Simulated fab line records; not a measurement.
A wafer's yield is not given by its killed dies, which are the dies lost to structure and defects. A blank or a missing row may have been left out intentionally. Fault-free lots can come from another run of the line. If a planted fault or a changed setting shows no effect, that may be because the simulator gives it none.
fab line records | flow gf180mcu
record lots=7 | wafers=21 | last-day=34
route steps=602 shown M4@456
lots untouched by any fault: they come from a run of this same line in which no faults occurred
start-h: the number of hours between the record's first day and the start of the first shown wafer of the lot | wait-h: how many hours have passed since the lot's step before this one | " unchanged from the row above | L1.1+2: several wafers, shown together as one row | - no value, or no start was given | * or withheld: withheld | < > ~ a bound
route shown NAME@n: names a module that has steps shown in the file, with the first one's number in the route | usual: the fault-free wafers' mean and standard deviation | same: alike in all rows | chamber/n: place in a boat | sites: per-site readings | _std_site: how widely they spread, as a standard deviation | _edge_site: outer sites' mean less inner sites' | radius-mm: for every site, how far away it sits from the centre of the wafer | mask NAME#n: copy n | behind: the last tool/chamber to shape the wafer | hold: what put the lot on hold/how long, in hours/how the hold closed | device: names the non-switching transistor (n, p or np) | end of line: tests run on the same wafers once the route is complete | for a step that has no rows: nothing shown but its recipe | killed: dies lost to structure and defects at the first sort, not the wafer's yield | map: the dies of a wafer, with x for killed, . for not killed, _ for no die there
set.NAME: the setting that was run; set.NAME@STEP: the one run at that earlier step | model.NAME: the simulator's own value behind a step, which no gauge read
a table for each step, a row for each wafer; lots at some steps of the route
services: a tool's chamber out of use, with start hour (start-h, from the record's first day; less than 0 if before it), hours out, and reason
## steps
# step GF_M4_SPUTTER_00
# recipe material=Ti | target-thk-nm=37.5 | arriving-ion-energy-ev=80 | substrate-temp-c=200 | chamber-pressure-pa=2 | power-w=4000 | time-s=150
# usual throttle-valve-pct=30.4/1.3
lot.wafer | tool           | chamber | start-h | wait-h | throttle-valve-pct
L653.3    | pvd-sputter-03 | -       | 576.58  | 0.1    | 29.9
L653.4    | "              | -       | "       | "      | 31.1
L653.5    | "              | -       | "       | "      | 32.2
L657.2    | pvd-sputter-03 | -       | 589.25  | 0.1    | 32.2
L657.3    | "              | -       | "       | "      | 30.9
L657.4    | "              | -       | "       | "      | 31.4
L661.1    | pvd-sputter-03 | -       | 622.32  | 0.1    | 32.6
L661.5    | "              | -       | "       | "      | 32.3
L661.6    | "              | -       | "       | "      | 30.9
L662.2    | pvd-sputter-04 | -       | 632.63  | 0.2    | 30.5
L662.4    | "              | -       | "       | "      | 29.6
L662.6    | "              | -       | "       | "      | 29.4
L663.1    | pvd-sputter-03 | -       | 634.92  | 0.2    | 30.0
L663.3    | "              | -       | "       | "      | 31.3
L663.5    | "              | -       | "       | "      | 31.4
L668.3    | pvd-sputter-01 | -       | 673.13  | 0.2    | 27.8
L668.5    | "              | -       | "       | "      | 32.0
L668.6    | "              | -       | "       | "      | 28.0
L669.3    | pvd-sputter-03 | -       | 674.48  | 0.2    | 31.1
L669.5    | "              | -       | "       | "      | 30.3
L669.6    | "              | -       | "       | "      | 32.3
# step GF_M4_SPUTTER_01
# recipe material=TiN | target-thk-nm=30 | power-w=6500 | time-s=25 | chamber-pressure-pa=0.4
# usual throttle-valve-pct=30.4/1.3
lot.wafer | tool           | chamber | start-h | wait-h | throttle-valve-pct
L653.3    | pvd-sputter-03 | -       | 576.69  | 0.1    | 29.9
L653.4    | "              | -       | "       | "      | 31.1
L653.5    | "              | -       | "       | "      | 32.4
L657.2    | pvd-sputter-03 | -       | 589.35  | 0.1    | 32.6
L657.3    | "              | -       | "       | "      | 31.0
L657.4    | "              | -       | "       | "      | 31.7
L661.1    | pvd-sputter-03 | -       | 622.42  | 0.1    | 32.4
L661.5    | "              | -       | "       | "      | 32.4
L661.6    | "              | -       | "       | "      | 30.8
L662.2    | pvd-sputter-04 | -       | 632.73  | 0.1    | 30.5
L662.4    | "              | -       | "       | "      | 29.6
L662.6    | "              | -       | "       | "      | 29.8
L663.1    | pvd-sputter-03 | -       | 635.02  | 0.1    | 30.0
L663.3    | "              | -       | "       | "      | 30.9
L663.5    | "              | -       | "       | "      | 31.8
L668.3    | pvd-sputter-01 | -       | 673.23  | 0.1    | 27.8
L668.5    | "              | -       | "       | "      | 32.1
L668.6    | "              | -       | "       | "      | 28.0
L669.3    | pvd-sputter-03 | -       | 674.58  | 0.1    | 31.0
L669.5    | "              | -       | "       | "      | 30.0
L669.6    | "              | -       | "       | "      | 32.3
# step GF_M4_SPUTTER_02
# recipe material=AlCu | target-thk-nm=450 | power-w=10600 | time-s=23.9 | chamber-pressure-pa=0.4
# usual throttle-valve-pct=30.4/1.3
lot.wafer | tool           | chamber | start-h | wait-h | throttle-valve-pct
L653.3    | pvd-sputter-03 | -       | 576.72  | 0.0    | 30.3
L653.4    | "              | -       | "       | "      | 31.0
L653.5    | "              | -       | "       | "      | 32.2
L657.2    | pvd-sputter-03 | -       | 589.38  | 0.0    | 32.2
L657.3    | "              | -       | "       | "      | 31.0
L657.4    | "              | -       | "       | "      | 31.4
L661.1    | pvd-sputter-03 | -       | 622.45  | 0.0    | 32.6
L661.5    | "              | -       | "       | "      | 32.5
L661.6    | "              | -       | "       | "      | 31.0
L662.2    | pvd-sputter-04 | -       | 632.76  | 0.0    | 30.5
L662.4    | "              | -       | "       | "      | 29.7
L662.6    | "              | -       | "       | "      | 29.5
L663.1    | pvd-sputter-03 | -       | 635.05  | 0.0    | 29.9
L663.3    | "              | -       | "       | "      | 31.1
L663.5    | "              | -       | "       | "      | 31.4
L668.3    | pvd-sputter-01 | -       | 673.26  | 0.0    | 27.7
L668.5    | "              | -       | "       | "      | 32.0
L668.6    | "              | -       | "       | "      | 27.8
L669.3    | pvd-sputter-03 | -       | 674.61  | 0.0    | 30.9
L669.5    | "              | -       | "       | "      | 29.9
L669.6    | "              | -       | "       | "      | 32.1
# step GF_M4_SPUTTER_03
# recipe material=Ti | target-thk-nm=10 | substrate-temp-c=300 | chamber-pressure-pa=0.3 | power-w=3000 | time-s=6.7
# usual throttle-valve-pct=30.4/1.3
lot.wafer | tool           | chamber | start-h | wait-h | throttle-valve-pct
L653.3    | pvd-sputter-03 | -       | 576.76  | 0.0    | 30.1
L653.4    | "              | -       | "       | "      | 30.9
L653.5    | "              | -       | "       | "      | 32.4
L657.2    | pvd-sputter-03 | -       | 589.41  | 0.0    | 32.3
L657.3    | "              | -       | "       | "      | 30.6
L657.4    | "              | -       | "       | "      | 31.6
L661.1    | pvd-sputter-03 | -       | 622.48  | 0.0    | 32.2
L661.5    | "              | -       | "       | "      | 32.5
L661.6    | "              | -       | "       | "      | 31.4
L662.2    | pvd-sputter-04 | -       | 632.79  | 0.0    | 30.5
L662.4    | "              | -       | "       | "      | 29.5
L662.6    | "              | -       | "       | "      | 29.6
L663.1    | pvd-sputter-03 | -       | 635.08  | 0.0    | 30.2
L663.3    | "              | -       | "       | "      | 31.2
L663.5    | "              | -       | "       | "      | 31.6
L668.3    | pvd-sputter-01 | -       | 673.29  | 0.0    | 28.0
L668.5    | "              | -       | "       | "      | 32.0
L668.6    | "              | -       | "       | "      | 27.6
L669.3    | pvd-sputter-03 | -       | 674.64  | 0.0    | 30.7
L669.5    | "              | -       | "       | "      | 30.0
L669.6    | "              | -       | "       | "      | 32.2
# step GF_M4_SPUTTER_04
# recipe material=TiN | target-thk-nm=50 | power-w=6500 | time-s=41.7 | chamber-pressure-pa=0.4
# usual throttle-valve-pct=30.4/1.3
lot.wafer | tool           | chamber | start-h | wait-h | throttle-valve-pct
L653.3    | pvd-sputter-03 | -       | 576.78  | 0.0    | 29.8
L653.4    | "              | -       | "       | "      | 30.9
L653.5    | "              | -       | "       | "      | 32.4
L657.2    | pvd-sputter-03 | -       | 589.43  | 0.0    | 32.0
L657.3    | "              | -       | "       | "      | 30.8
L657.4    | "              | -       | "       | "      | 31.4
L661.1    | pvd-sputter-03 | -       | 622.50  | 0.0    | 32.3
L661.5    | "              | -       | "       | "      | 32.3
L661.6    | "              | -       | "       | "      | 31.0
L662.2    | pvd-sputter-04 | -       | 632.81  | 0.0    | 30.6
L662.4    | "              | -       | "       | "      | 29.6
L662.6    | "              | -       | "       | "      | 29.4
L663.1    | pvd-sputter-03 | -       | 635.10  | 0.0    | 30.2
L663.3    | "              | -       | "       | "      | 31.2
L663.5    | "              | -       | "       | "      | 31.4
L668.3    | pvd-sputter-01 | -       | 673.31  | 0.0    | 27.9
L668.5    | "              | -       | "       | "      | 32.0
L668.6    | "              | -       | "       | "      | 28.0
L669.3    | pvd-sputter-03 | -       | 674.66  | 0.0    | 31.1
L669.5    | "              | -       | "       | "      | 30.1
L669.6    | "              | -       | "       | "      | 32.5
# step GF_M4_RS_MEAS_05
# recipe thk-meas-gauge=four-point-probe | reads=TiN_of_M4_SPUTTER_04+Ti_of_M4_SPUTTER_03+AlCu_of_M4_SPUTTER_02+TiN_of_M4_SPUTTER_01+Ti_of_M4_SPUTTER_00
# usual M4_ALCU_RS=0.0696/0.00084
lot.wafer | tool          | chamber | start-h | wait-h | M4_ALCU_RS[ohm/sq]
L653.3    | film-metro-02 | -       | 576.86  | 0.1    | 0.0701
L653.4    | "             | -       | "       | "      | 0.0698
L653.5    | "             | -       | "       | "      | 0.0691
L657.2    | film-metro-02 | -       | 589.49  | 0.0    | 0.0688
L657.3    | "             | -       | "       | "      | 0.0693
L657.4    | "             | -       | "       | "      | 0.0697
L661.1    | film-metro-03 | -       | 622.54  | 0.0    | 0.0683
L661.5    | "             | -       | "       | "      | 0.0686
L661.6    | "             | -       | "       | "      | 0.0686
L662.2    | film-metro-03 | -       | 632.87  | 0.0    | 0.0701
L662.4    | "             | -       | "       | "      | 0.0700
L662.6    | "             | -       | "       | "      | 0.0696
L663.1    | film-metro-04 | -       | 635.14  | 0.0    | 0.0683
L663.3    | "             | -       | "       | "      | 0.0689
L663.5    | "             | -       | "       | "      | 0.0697
L668.3    | film-metro-04 | -       | 673.39  | 0.1    | 0.0718
L668.5    | "             | -       | "       | "      | 0.0713
L668.6    | "             | -       | "       | "      | 0.0714
L669.3    | film-metro-04 | -       | 674.74  | 0.1    | 0.0688
L669.5    | "             | -       | "       | "      | 0.0687
L669.6    | "             | -       | "       | "      | 0.0692
# step GF_M4_THK_MEAS_06
# recipe thk-meas-gauge=xrf | reads=AlCu_of_M4_SPUTTER_02
# usual M4_ALCU_THK=446/5.7
lot.wafer | tool          | chamber | start-h | wait-h | M4_ALCU_THK[nm]
L653.3    | film-metro-02 | -       | 576.96  | 0.1    | 445
L653.4    | "             | -       | "       | "      | 446
L653.5    | "             | -       | "       | "      | 449
L657.2    | film-metro-02 | -       | 589.60  | 0.1    | 453
L657.3    | "             | -       | "       | "      | 448
L657.4    | "             | -       | "       | "      | 448
L661.1    | film-metro-03 | -       | 622.66  | 0.1    | 454
L661.5    | "             | -       | "       | "      | 451
L661.6    | "             | -       | "       | "      | 453
L662.2    | film-metro-03 | -       | 632.98  | 0.1    | 446
L662.4    | "             | -       | "       | "      | 449
L662.6    | "             | -       | "       | "      | 447
L663.1    | film-metro-04 | -       | 635.26  | 0.1    | 453
L663.3    | "             | -       | "       | "      | 449
L663.5    | "             | -       | "       | "      | 445
L668.3    | film-metro-04 | -       | 673.49  | 0.1    | 432
L668.5    | "             | -       | "       | "      | 436
L668.6    | "             | -       | "       | "      | 433
L669.3    | film-metro-04 | -       | 674.84  | 0.1    | 450
L669.5    | "             | -       | "       | "      | 452
L669.6    | "             | -       | "       | "      | 447
# step GF_M4_DEHYDRATE_07
# recipe temp-c=200 | time-s=60
# step GF_M4_HMDS_08
# recipe prime-time-s=60 | prime-temp-c=120
# step GF_M4_COAT_09
# recipe resist=KrF | spin-rpm=withheld | resist-thk-nm=1000
# step GF_M4_SOFTBAKE_10
# recipe temp-c=130 | time-s=60 | resist=KrF
# step GF_M4_EXPOSE_11
# recipe mask-id=Metal4 | target-cd-nm=280 | na=0.68 | source-shape=conventional | sigma-outer=0.6 | dose-mj=28
# step GF_M4_PEB_12
# recipe peb-temp-c=135 | peb-time-s=90 | resist=KrF
# usual chill-plate-temp-C=23.03/0.098 | exhaust-pa=44.8/0.93 | peb-time-s=90/0
lot.wafer | tool           | chamber | start-h | wait-h | chill-plate-temp-C | exhaust-pa | peb-time-s
L653.3    | litho-track-04 | 0       | 596.90  | -      | 22.93              | 46.7       | 90
L653.4    | "              | 0       | "       | "      | 23.01              | 44.7       | 90
L653.5    | "              | 0       | "       | "      | 23.02              | 45.2       | 90
L657.2    | litho-track-02 | 0       | 609.07  | -      | 23.08              | 45.5       | 90
L657.3    | "              | 0       | "       | "      | 23.02              | 44.4       | 90
L657.4    | "              | 0       | "       | "      | 22.95              | 44.8       | 90
L661.1    | litho-track-04 | -       | 642.18  | -      | -                  | -          | -
L661.5    | "              | -       | "       | "      | -                  | -          | -
L661.6    | "              | -       | "       | "      | -                  | -          | -
L662.2    | litho-track-02 | -       | 651.97  | -      | -                  | -          | -
L662.4    | "              | -       | "       | "      | -                  | -          | -
L662.6    | "              | -       | "       | "      | -                  | -          | -
L663.1    | litho-track-04 | -       | 654.48  | -      | -                  | -          | -
L663.3    | "              | -       | "       | "      | -                  | -          | -
L663.5    | "              | -       | "       | "      | -                  | -          | -
L668.3    | litho-track-04 | 0       | 691.45  | -      | 23.00              | 45.3       | 90
L668.5    | "              | 0       | "       | "      | 23.07              | 45.4       | 90
L668.6    | "              | 0       | "       | "      | 22.90              | 46.3       | 90
L669.3    | litho-track-03 | 0       | 693.42  | -      | 23.06              | 45.1       | 90
L669.5    | "              | 0       | "       | "      | 23.07              | 45.8       | 90
L669.6    | "              | 0       | "       | "      | 22.97              | 45.2       | 90
# step GF_M4_DEVELOP_13
# recipe develop-time-s=60 | dev-temp-c=21
## services
tool           | chamber | start-h | hours | kind
pvd-sputter-03 | -       | 590.87  | 2.3   | repair
pvd-sputter-03 | -       | 626.87  | 1.1   | repair
pvd-sputter-04 | -       | 655.83  | 3.8   | repair
pvd-sputter-01 | -       | 659.86  | 1.5   | repair
## key
first-sign step=GF_M4_PEB_12 | reading=tool-record | direction=missing
effect none on later readings
met-at GF_M4_PEB_12
struck-wafers L661.1,L661.5,L661.6,L662.2,L662.4,L662.6,L663.1,L663.3,L663.5
later-rows-left-out L661.1,L661.5,L661.6,L662.2,L662.4,L662.6,L663.1,L663.3,L663.5
sort-left-out L661.1,L661.5,L661.6,L662.2,L662.4,L662.6,L663.1,L663.3,L663.5
onset-between 609.07 642.18
fault kind=skipped-step-whole | tool=litho-track-02,litho-track-04 | chamber=- | onset-h=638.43 | steps=GF_M4_PEB_12 | scope=struck-lots-only
# sort-left-out: the simulated sort isn't trusted on such a fault, so these wafers' sort isn't shown, and their yield isn't known
# later-rows-left-out: the simulator's readings of these wafers behind a module that went badly wrong aren't trusted and aren't shown, but for the sort
